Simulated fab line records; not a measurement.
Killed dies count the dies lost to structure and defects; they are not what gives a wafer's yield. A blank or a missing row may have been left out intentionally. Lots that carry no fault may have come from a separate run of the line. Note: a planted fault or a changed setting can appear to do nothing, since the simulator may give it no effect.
The tool behind it: which one?    flow sky130    13 lots with 39 wafers sampled at 4 steps, on a route of 708 steps

WHAT EACH GAUGE READ, for each wafer
SKY_NWELL_RS_MEAS_29: a four-point-probe measurement.
lot   measured      on            NWELL_RS (ohm/sq)
L659  day 5 10:35   filmMetro-01  623.2 621.6 620.7
L660  day 5 15:10   filmMetro-01  626.1 625.8 623.1
L662  day 6 06:22   filmMetro-04  626.4 625.4 625.9
L663  day 6 10:58   filmMetro-01  624.7 623.3 624.6
L664  day 6 16:55   filmMetro-01  627.8 628.2 628.8
L665  day 6 19:28   filmMetro-02  625.9 625.2 625.8
L667  day 7 08:50   filmMetro-01  624.4 625.0 626.0
L668  day 7 13:44   filmMetro-02  625.5 626.0 624.3
L669  day 7 20:56   filmMetro-01  623.8 625.1 624.1
L671  day 8 10:22   filmMetro-02  624.9 624.8 625.7
L680  day 10 16:23  filmMetro-02  602.0 603.4 602.1
L681  day 11 01:04  filmMetro-04  606.2 605.9 605.7
L682  day 11 09:14  filmMetro-01  624.8 623.4 621.5

SKY_SD_N_RS_MEAS_17: a four-point-probe measurement.
lot   measured      on            SD_P_RS (ohm/sq)
L659  day 28 09:25  filmMetro-02  147.3 147.1 146.8
L660  day 28 10:37  filmMetro-02  146.8 147.1 147.3
L662  day 29 17:14  filmMetro-04  146.6 146.9 146.8
L663  day 30 02:59  filmMetro-04  147.7 147.7 148.0
L664  day 30 02:02  filmMetro-03  147.0 147.2 147.0
L665  day 30 03:29  filmMetro-02  147.2 147.5 147.9
L667  day 31 18:44  filmMetro-03  146.5 147.2 147.2
L668  day 31 15:49  filmMetro-04  147.1 147.4 147.3
L669  day 32 00:48  filmMetro-03  146.3 146.4 146.7
L671  day 32 17:48  filmMetro-03  147.7 147.7 147.8
L680  day 35 00:05  filmMetro-03  147.0 147.1 146.8
L681  day 35 09:32  filmMetro-02  147.1 147.2 147.1
L682  day 35 13:51  filmMetro-03  146.5 146.9 146.9

SKY_LI_CONTACT_THK_MEAS_01.
lot   measured      on            LI_CONTACT_HDPCVD_THK (nm)
L659  day 28 09:46  filmMetro-04  924 925 933
L660  day 28 10:58  filmMetro-03  935 926 929
L662  day 29 17:35  filmMetro-02  925 912 930
L663  day 30 03:20  filmMetro-03  927 931 922
L664  day 30 02:23  filmMetro-04  925 926 924
L665  day 30 03:50  filmMetro-03  943 944 950
L667  day 31 19:05  filmMetro-04  921 927 928
L668  day 31 16:10  filmMetro-02  918 931 924
L669  day 32 01:09  filmMetro-02  923 915 931
L671  day 32 18:10  filmMetro-02  921 920 917
L680  day 35 00:26  filmMetro-03  937 937 919
L681  day 35 09:53  filmMetro-03  923 927 914
L682  day 35 14:13  filmMetro-02  917 927 926

EACH LOT AND THE TOOL THAT RAN IT (in order: tool; ch and the chambers of the sampled wafers; start)
lot   SKY_NWELL_IMPLANT_11
L659  implanter-04 ch 0, day 4 15:33
L660  implanter-04 ch 0, day 4 19:41
L662  implanter-01 ch 0, day 5 10:31
L663  implanter-01 ch 0, day 5 15:02
L664  implanter-01 ch 0, day 5 20:16
L665  implanter-03 ch 0, day 5 23:18
L667  implanter-04 ch 0, day 6 12:26
L668  implanter-01 ch 0, day 6 17:04
L669  implanter-04 ch 0, day 6 23:48
L671  implanter-03 ch 0, day 7 13:37
L680  implanter-03 ch 0, day 9 16:55
L681  implanter-03 ch 0, day 10 00:50
L682  implanter-01 ch 0, day 10 08:44
- SKY_NWELL_IMPLANT_11

AS READ BY THE TOOLS THEMSELVES (means over the sampled wafers that have a number; for cases with no such wafer, the mark the record gives instead)
SKY_NWELL_IMPLANT_11.
lot   tool          beamEnergyKeV  endStationPressureTorr (Torr)
L659  implanter-04  399.88         5.15e-06
L660  implanter-04  399.93         5.00e-06
L662  implanter-01  399.86         5.16e-06
L663  implanter-01  399.99         5.21e-06
L664  implanter-01  400.08         5.11e-06
L665  implanter-03  400.16         5.01e-06
L667  implanter-04  399.71         5.16e-06
L668  implanter-01  400.05         5.00e-06
L669  implanter-04  400.07         5.04e-06
L671  implanter-03  400.25         4.76e-06
L680  implanter-03  477.26         5.02e-06
L681  implanter-03  477.08         5.08e-06
L682  implanter-01  399.88         4.97e-06

THE ANSWER, worked out from the rows above alone
Rule: the lots themselves supply what counts as usual. The widest of any qualifying gaps counts: lots, ordered by their means at a reading, are off when they make up no more than a third of the lots, leave a main group of 4 or more, and stand apart from it by 3 or more times the standard deviation of that group's means. The tables above print the reading to a certain number of digits; a main group whose means all agree to those digits is not used. Also off: a lot with no number at a reading for which 4 or more lots have one. The other lots that the step has rows for count as sound. The gauges are gone through in route order, then the tools' own readings, and for those a lot's mean is taken as printed above. At the first step where some lot is off, the reading lying furthest off is the one used; lots without a number count as furthest.
Off: L680, L681, seen at SKY_NWELL_RS_MEAS_29 (NWELL_RS). Mean 624.9 ohm/sq and standard deviation 1.5 in the main group.
A tool fits if, at a process step before that reading, it ran every lot that is off, and no sound lot after the first of them. Not tried: the gauges at SKY_NWELL_RS_MEAS_29; whatever is off there is also off at SKY_NWELL_IMPLANT_11, on other tools, and gauge error can't account for it. One fits: SKY_NWELL_IMPLANT_11 on implanter-03. A fault onset in the window from L671 (day 7 13:37, its last sound lot) to L680 (day 9 16:55, its first lot off) fits.
The tool's own readings at SKY_NWELL_IMPLANT_11 bear it out: on the lots that are off they differ by more than 5 times the standard deviation of the sound lots' means. beamEnergyKeV reads 477.17 there against 399.99 on the sound lots.

WHAT THE SIMULATOR PUT IN
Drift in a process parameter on implanter-03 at SKY_NWELL_IMPLANT_11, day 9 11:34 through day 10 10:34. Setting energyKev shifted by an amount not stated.
Struck lots among those shown: L680, L681. Same finding as the rule above.
